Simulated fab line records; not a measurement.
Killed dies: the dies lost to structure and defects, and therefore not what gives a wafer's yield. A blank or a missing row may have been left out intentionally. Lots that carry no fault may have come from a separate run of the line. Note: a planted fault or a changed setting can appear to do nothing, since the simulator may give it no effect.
The tool behind it: which one? || flow gf180mcu || 14 lots with 42 wafers sampled at 4 steps, on a route of 602 steps

WHAT THE GAUGES SHOWED, per wafer
No reading from a measuring or inspecting step in the record can be judged against a usual standard deviation.

EACH LOT AND THE TOOL THAT RAN IT (in order: tool; ch and the chambers of the sampled wafers; start)
{"lot": "L314", "GF_M1_STRIP_17": "plasma-asher-01 ch 0,1, day 17 11:41", "GF_V1_ETCH_17": "rie-diel-02 ch 1,2,3, day 26 13:04 or earlier", "GF_M5_PEB_05": "litho-track-04 ch 0, day 26 13:04", "GF_TOP_METAL_SPUTTER_03": "pvd-sputter-04, day 27 13:03"}
{"lot": "L315", "GF_M1_STRIP_17": "plasma-asher-04 ch 0,1, day 17 22:32", "GF_V1_ETCH_17": "rie-diel-04 ch 1,3, day 26 21:29 or earlier", "GF_M5_PEB_05": "litho-track-01 ch 0, day 26 21:29", "GF_TOP_METAL_SPUTTER_03": "pvd-sputter-01, day 27 21:32"}
{"lot": "L316", "GF_M1_STRIP_17": "plasma-asher-02 ch 0,1, day 18 14:29", "GF_V1_ETCH_17": "rie-diel-04 ch 0,1, day 27 14:56 or earlier", "GF_M5_PEB_05": "litho-track-01 ch 0, day 27 14:56", "GF_TOP_METAL_SPUTTER_03": "pvd-sputter-01, day 28 13:58"}
{"lot": "L317", "GF_M1_STRIP_17": "plasma-asher-04 ch 0,1, day 18 21:19", "GF_V1_ETCH_17": "rie-diel-04 ch 0,1,2, day 27 17:11 or earlier", "GF_M5_PEB_05": "litho-track-03 ch 0, day 27 17:11", "GF_TOP_METAL_SPUTTER_03": "pvd-sputter-02, day 28 16:32"}
{"lot": "L319", "GF_M1_STRIP_17": "plasma-asher-01 ch 0,1, day 19 13:34", "GF_V1_ETCH_17": "rie-diel-02 ch 0,1,2, day 28 08:32 or earlier", "GF_M5_PEB_05": "litho-track-04 ch 0, day 28 08:32", "GF_TOP_METAL_SPUTTER_03": "pvd-sputter-02, day 29 07:53"}
{"lot": "L321", "GF_M1_STRIP_17": "plasma-asher-04 ch 0,1, day 19 23:37", "GF_V1_ETCH_17": "rie-diel-04 ch 0,1, day 28 15:53 or earlier", "GF_M5_PEB_05": "litho-track-03 ch 0, day 28 15:53", "GF_TOP_METAL_SPUTTER_03": "pvd-sputter-01, day 29 15:02"}
{"lot": "L324", "GF_M1_STRIP_17": "plasma-asher-01 ch 0,1, day 21 10:35", "GF_V1_ETCH_17": "rie-diel-02 ch 0,3, day 29 23:08 or earlier", "GF_M5_PEB_05": "litho-track-03 ch 0, day 29 23:08", "GF_TOP_METAL_SPUTTER_03": "pvd-sputter-02, day 30 20:53"}
{"lot": "L328", "GF_M1_STRIP_17": "plasma-asher-02 ch 0,1, day 22 18:40", "GF_V1_ETCH_17": "rie-diel-02 ch 0,1, day 31 00:40 or earlier", "GF_M5_PEB_05": "litho-track-04 ch 0, day 31 00:40", "GF_TOP_METAL_SPUTTER_03": "pvd-sputter-01, day 31 22:02"}
{"lot": "L330", "GF_M1_STRIP_17": "plasma-asher-02 ch 0,1, day 23 00:35", "GF_V1_ETCH_17": "rie-diel-02 ch 0,1,3, day 31 02:55 or earlier", "GF_M5_PEB_05": "litho-track-04, day 31 02:55", "GF_TOP_METAL_SPUTTER_03": "-"}
{"lot": "L331", "GF_M1_STRIP_17": "plasma-asher-02 ch 0,1, day 23 13:23", "GF_V1_ETCH_17": "rie-diel-03 ch 0,1,3, day 31 16:53 or earlier", "GF_M5_PEB_05": "litho-track-03, day 31 16:53", "GF_TOP_METAL_SPUTTER_03": "-"}
{"lot": "L332", "GF_M1_STRIP_17": "plasma-asher-01 ch 0,1, day 24 04:31", "GF_V1_ETCH_17": "rie-diel-02 ch 0,2, day 32 00:50 or earlier", "GF_M5_PEB_05": "litho-track-03 ch 0, day 32 00:50", "GF_TOP_METAL_SPUTTER_03": "pvd-sputter-02, day 32 21:03"}
{"lot": "L333", "GF_M1_STRIP_17": "plasma-asher-04 ch 0,1, day 24 06:53", "GF_V1_ETCH_17": "rie-diel-02 ch 0,2,3, day 32 02:16 or earlier", "GF_M5_PEB_05": "litho-track-04 ch 0, day 32 02:16", "GF_TOP_METAL_SPUTTER_03": "pvd-sputter-01, day 32 22:08"}
{"lot": "L334", "GF_M1_STRIP_17": "plasma-asher-02 ch 1, day 24 16:34", "GF_V1_ETCH_17": "rie-diel-03 ch 0,1,3, day 32 11:55 or earlier", "GF_M5_PEB_05": "litho-track-04 ch 0, day 32 11:55", "GF_TOP_METAL_SPUTTER_03": "pvd-sputter-02, day 33 07:32"}
{"lot": "L335", "GF_M1_STRIP_17": "plasma-asher-04 ch 0,1, day 24 18:41", "GF_V1_ETCH_17": "rie-diel-03 ch 0,1,3, day 32 12:50 or earlier", "GF_M5_PEB_05": "litho-track-01 ch 0, day 32 12:50", "GF_TOP_METAL_SPUTTER_03": "pvd-sputter-04, day 33 08:11"}
- GF_M1_STRIP_17: strips in O2/N2.
- GF_V1_ETCH_17: etches SiO2 in C4F8/O2/Ar, stops on TiN, target depth 630 nm.
- GF_M5_PEB_05: peb time 90 s.
- GF_TOP_METAL_SPUTTER_03: material Ti, target thk 5 nm, time 3.3 s.

AS READ BY THE TOOLS THEMSELVES (means over the sampled wafers that have a number; for cases with no such wafer, the mark the record gives instead)
GF_M1_STRIP_17. Usual: chamber-pressure-mTorr 1499.9 mTorr, standard deviation 1.3; drypump-motor-current-A 6.0 A, standard deviation 0.52; heater-power-w 357 W, standard deviation 41; oes-product-au 0.536 a.u., standard deviation 0.0054; strip-time-to-endpoint-s 7.36 s, standard deviation 0.045.
{"lot": "L314", "tool": "plasma-asher-01", "chamber-pressure-mTorr (mTorr)": 1500.5, "drypump-motor-current-A (A)": 6.4, "heater-power-w (W)": 321, "oes-product-au (a.u.)": 0.541, "strip-time-to-endpoint-s (s)": 7.37, "flag": ""}
{"lot": "L315", "tool": "plasma-asher-04", "chamber-pressure-mTorr (mTorr)": 1498.9, "drypump-motor-current-A (A)": 5.6, "heater-power-w (W)": 387, "oes-product-au (a.u.)": 0.540, "strip-time-to-endpoint-s (s)": 7.38, "flag": ""}
{"lot": "L316", "tool": "plasma-asher-02", "chamber-pressure-mTorr (mTorr)": 1499.1, "drypump-motor-current-A (A)": 6.4, "heater-power-w (W)": 343, "oes-product-au (a.u.)": 0.534, "strip-time-to-endpoint-s (s)": 7.31, "flag": ""}
{"lot": "L317", "tool": "plasma-asher-04", "chamber-pressure-mTorr (mTorr)": 1502.2, "drypump-motor-current-A (A)": 5.6, "heater-power-w (W)": 396, "oes-product-au (a.u.)": 0.539, "strip-time-to-endpoint-s (s)": 7.37, "flag": ""}
{"lot": "L319", "tool": "plasma-asher-01", "chamber-pressure-mTorr (mTorr)": 1499.1, "drypump-motor-current-A (A)": 6.2, "heater-power-w (W)": 319, "oes-product-au (a.u.)": 0.534, "strip-time-to-endpoint-s (s)": 7.37, "flag": ""}
{"lot": "L321", "tool": "plasma-asher-04", "chamber-pressure-mTorr (mTorr)": 1498.5, "drypump-motor-current-A (A)": 5.6, "heater-power-w (W)": 385, "oes-product-au (a.u.)": 0.535, "strip-time-to-endpoint-s (s)": 7.34, "flag": ""}
{"lot": "L324", "tool": "plasma-asher-01", "chamber-pressure-mTorr (mTorr)": 1498.8, "drypump-motor-current-A (A)": 6.4, "heater-power-w (W)": 326, "oes-product-au (a.u.)": 0.534, "strip-time-to-endpoint-s (s)": 7.36, "flag": ""}
{"lot": "L328", "tool": "plasma-asher-02", "chamber-pressure-mTorr (mTorr)": 1499.2, "drypump-motor-current-A (A)": 6.1, "heater-power-w (W)": 385, "oes-product-au (a.u.)": 0.537, "strip-time-to-endpoint-s (s)": 7.35, "flag": ""}
{"lot": "L330", "tool": "plasma-asher-02", "chamber-pressure-mTorr (mTorr)": 1498.5, "drypump-motor-current-A (A)": 6.2, "heater-power-w (W)": 371, "oes-product-au (a.u.)": 0.533, "strip-time-to-endpoint-s (s)": 7.35, "flag": ""}
{"lot": "L331", "tool": "plasma-asher-02", "chamber-pressure-mTorr (mTorr)": 1499.7, "drypump-motor-current-A (A)": 6.2, "heater-power-w (W)": 376, "oes-product-au (a.u.)": 0.546, "strip-time-to-endpoint-s (s)": 7.42, "flag": ""}
{"lot": "L332", "tool": "plasma-asher-01", "chamber-pressure-mTorr (mTorr)": 1498.7, "drypump-motor-current-A (A)": 6.2, "heater-power-w (W)": 320, "oes-product-au (a.u.)": 0.529, "strip-time-to-endpoint-s (s)": 7.24, "flag": ""}
{"lot": "L333", "tool": "plasma-asher-04", "chamber-pressure-mTorr (mTorr)": 1501.8, "drypump-motor-current-A (A)": 5.4, "heater-power-w (W)": 378, "oes-product-au (a.u.)": 0.540, "strip-time-to-endpoint-s (s)": 7.38, "flag": ""}
{"lot": "L334", "tool": "plasma-asher-02", "chamber-pressure-mTorr (mTorr)": 1500.0, "drypump-motor-current-A (A)": 6.6, "heater-power-w (W)": 306, "oes-product-au (a.u.)": 0.536, "strip-time-to-endpoint-s (s)": 7.37, "flag": ""}
{"lot": "L335", "tool": "plasma-asher-04", "chamber-pressure-mTorr (mTorr)": 1500.6, "drypump-motor-current-A (A)": 5.4, "heater-power-w (W)": 376, "oes-product-au (a.u.)": 0.529, "strip-time-to-endpoint-s (s)": 7.31, "flag": ""}

GF_V1_ETCH_17. Usual: chamber-pressure-mTorr 40.00 mTorr, standard deviation 0.038; oes-product-au 0.855 a.u., standard deviation 0.0048.
{"lot": "L314", "tool": "rie-diel-02", "chamber-pressure-mTorr (mTorr)": 40.00, "oes-product-au (a.u.)": 0.858, "flag": ""}
{"lot": "L315", "tool": "rie-diel-04", "chamber-pressure-mTorr (mTorr)": 40.01, "oes-product-au (a.u.)": 0.852, "flag": ""}
{"lot": "L316", "tool": "rie-diel-04", "chamber-pressure-mTorr (mTorr)": 39.98, "oes-product-au (a.u.)": 0.858, "flag": ""}
{"lot": "L317", "tool": "rie-diel-04", "chamber-pressure-mTorr (mTorr)": 40.01, "oes-product-au (a.u.)": 0.859, "flag": ""}
{"lot": "L319", "tool": "rie-diel-02", "chamber-pressure-mTorr (mTorr)": 40.01, "oes-product-au (a.u.)": 0.854, "flag": ""}
{"lot": "L321", "tool": "rie-diel-04", "chamber-pressure-mTorr (mTorr)": 39.95, "oes-product-au (a.u.)": 0.853, "flag": ""}
{"lot": "L324", "tool": "rie-diel-02", "chamber-pressure-mTorr (mTorr)": 39.99, "oes-product-au (a.u.)": 0.853, "flag": ""}
{"lot": "L328", "tool": "rie-diel-02", "chamber-pressure-mTorr (mTorr)": 39.99, "oes-product-au (a.u.)": 0.854, "flag": ""}
{"lot": "L330", "tool": "rie-diel-02", "chamber-pressure-mTorr (mTorr)": 40.00, "oes-product-au (a.u.)": 0.852, "flag": ""}
{"lot": "L331", "tool": "rie-diel-03", "chamber-pressure-mTorr (mTorr)": 40.00, "oes-product-au (a.u.)": 0.863, "flag": ""}
{"lot": "L332", "tool": "rie-diel-02", "chamber-pressure-mTorr (mTorr)": 39.95, "oes-product-au (a.u.)": 0.855, "flag": ""}
{"lot": "L333", "tool": "rie-diel-02", "chamber-pressure-mTorr (mTorr)": 40.00, "oes-product-au (a.u.)": 0.853, "flag": ""}
{"lot": "L334", "tool": "rie-diel-03", "chamber-pressure-mTorr (mTorr)": 40.00, "oes-product-au (a.u.)": 0.858, "flag": ""}
{"lot": "L335", "tool": "rie-diel-03", "chamber-pressure-mTorr (mTorr)": 39.97, "oes-product-au (a.u.)": 0.859, "flag": ""}

GF_M5_PEB_05. Usual: chill-plate-temp-C 23.00 C, standard deviation 0.11; exhaust-pa 45.0 Pa, standard deviation 0.92.
{"lot": "L314", "tool": "litho-track-04", "chill-plate-temp-C (C)": 23.04, "exhaust-pa (Pa)": 44.5, "flag": ""}
{"lot": "L315", "tool": "litho-track-01", "chill-plate-temp-C (C)": 23.08, "exhaust-pa (Pa)": 44.2, "flag": ""}
{"lot": "L316", "tool": "litho-track-01", "chill-plate-temp-C (C)": 23.06, "exhaust-pa (Pa)": 46.5, "flag": ""}
{"lot": "L317", "tool": "litho-track-03", "chill-plate-temp-C (C)": 23.02, "exhaust-pa (Pa)": 44.5, "flag": ""}
{"lot": "L319", "tool": "litho-track-04", "chill-plate-temp-C (C)": 23.07, "exhaust-pa (Pa)": 46.0, "flag": ""}
{"lot": "L321", "tool": "litho-track-03", "chill-plate-temp-C (C)": 23.13, "exhaust-pa (Pa)": 45.4, "flag": ""}
{"lot": "L324", "tool": "litho-track-03", "chill-plate-temp-C (C)": 23.02, "exhaust-pa (Pa)": 44.3, "flag": ""}
{"lot": "L328", "tool": "litho-track-04", "chill-plate-temp-C (C)": 23.19, "exhaust-pa (Pa)": 45.4, "flag": ""}
{"lot": "L330", "tool": "litho-track-04", "chill-plate-temp-C (C)": "-", "exhaust-pa (Pa)": "-", "flag": "OFF"}
{"lot": "L331", "tool": "litho-track-03", "chill-plate-temp-C (C)": "-", "exhaust-pa (Pa)": "-", "flag": "OFF"}
{"lot": "L332", "tool": "litho-track-03", "chill-plate-temp-C (C)": 23.00, "exhaust-pa (Pa)": 43.8, "flag": ""}
{"lot": "L333", "tool": "litho-track-04", "chill-plate-temp-C (C)": 23.00, "exhaust-pa (Pa)": 45.4, "flag": ""}
{"lot": "L334", "tool": "litho-track-04", "chill-plate-temp-C (C)": 22.99, "exhaust-pa (Pa)": 45.6, "flag": ""}
{"lot": "L335", "tool": "litho-track-01", "chill-plate-temp-C (C)": 23.07, "exhaust-pa (Pa)": 45.3, "flag": ""}

GF_TOP_METAL_SPUTTER_03. Usual: throttle-valve-pct 29.7 %, standard deviation 0.81.
{"lot": "L314", "tool": "pvd-sputter-04", "throttle-valve-pct (%)": 29.8, "flag": ""}
{"lot": "L315", "tool": "pvd-sputter-01", "throttle-valve-pct (%)": 30.2, "flag": ""}
{"lot": "L316", "tool": "pvd-sputter-01", "throttle-valve-pct (%)": 29.3, "flag": ""}
{"lot": "L317", "tool": "pvd-sputter-02", "throttle-valve-pct (%)": 30.6, "flag": ""}
{"lot": "L319", "tool": "pvd-sputter-02", "throttle-valve-pct (%)": 29.2, "flag": ""}
{"lot": "L321", "tool": "pvd-sputter-01", "throttle-valve-pct (%)": 30.1, "flag": ""}
{"lot": "L324", "tool": "pvd-sputter-02", "throttle-valve-pct (%)": 29.6, "flag": ""}
{"lot": "L328", "tool": "pvd-sputter-01", "throttle-valve-pct (%)": 29.6, "flag": ""}
{"lot": "L332", "tool": "pvd-sputter-02", "throttle-valve-pct (%)": 29.6, "flag": ""}
{"lot": "L333", "tool": "pvd-sputter-01", "throttle-valve-pct (%)": 30.0, "flag": ""}
{"lot": "L334", "tool": "pvd-sputter-02", "throttle-valve-pct (%)": 29.7, "flag": ""}
{"lot": "L335", "tool": "pvd-sputter-04", "throttle-valve-pct (%)": 30.1, "flag": ""}

THE ANSWER, worked out from the rows above alone
Rule: a lot counts as off when the mean over its wafers that have a number is more than 3 standard deviations away from the usual mean. Also off: a lot with no number at a reading for which 4 or more lots have one. The other lots that the step has rows for count as sound. After the gauges, taken in route order, come the tools' own readings; for these a lot's mean is taken, as printed above. At the first step where some lot is off, the reading lying furthest off is the one used; lots without a number count as furthest.
Off, at GF_M5_PEB_05 on chill-plate-temp-C: L330, L331. Without a number there: L330, L331.
If a tool, at that step or one of the process steps before it, ran each lot that is off and ran no sound lot following the first of them, it fits. With no start given for some of its lots, GF_V1_ETCH_17 uses the hours and lot order of GF_M5_PEB_05. No candidate that was tried fits.

WHAT THE SIMULATOR HAD PUT IN
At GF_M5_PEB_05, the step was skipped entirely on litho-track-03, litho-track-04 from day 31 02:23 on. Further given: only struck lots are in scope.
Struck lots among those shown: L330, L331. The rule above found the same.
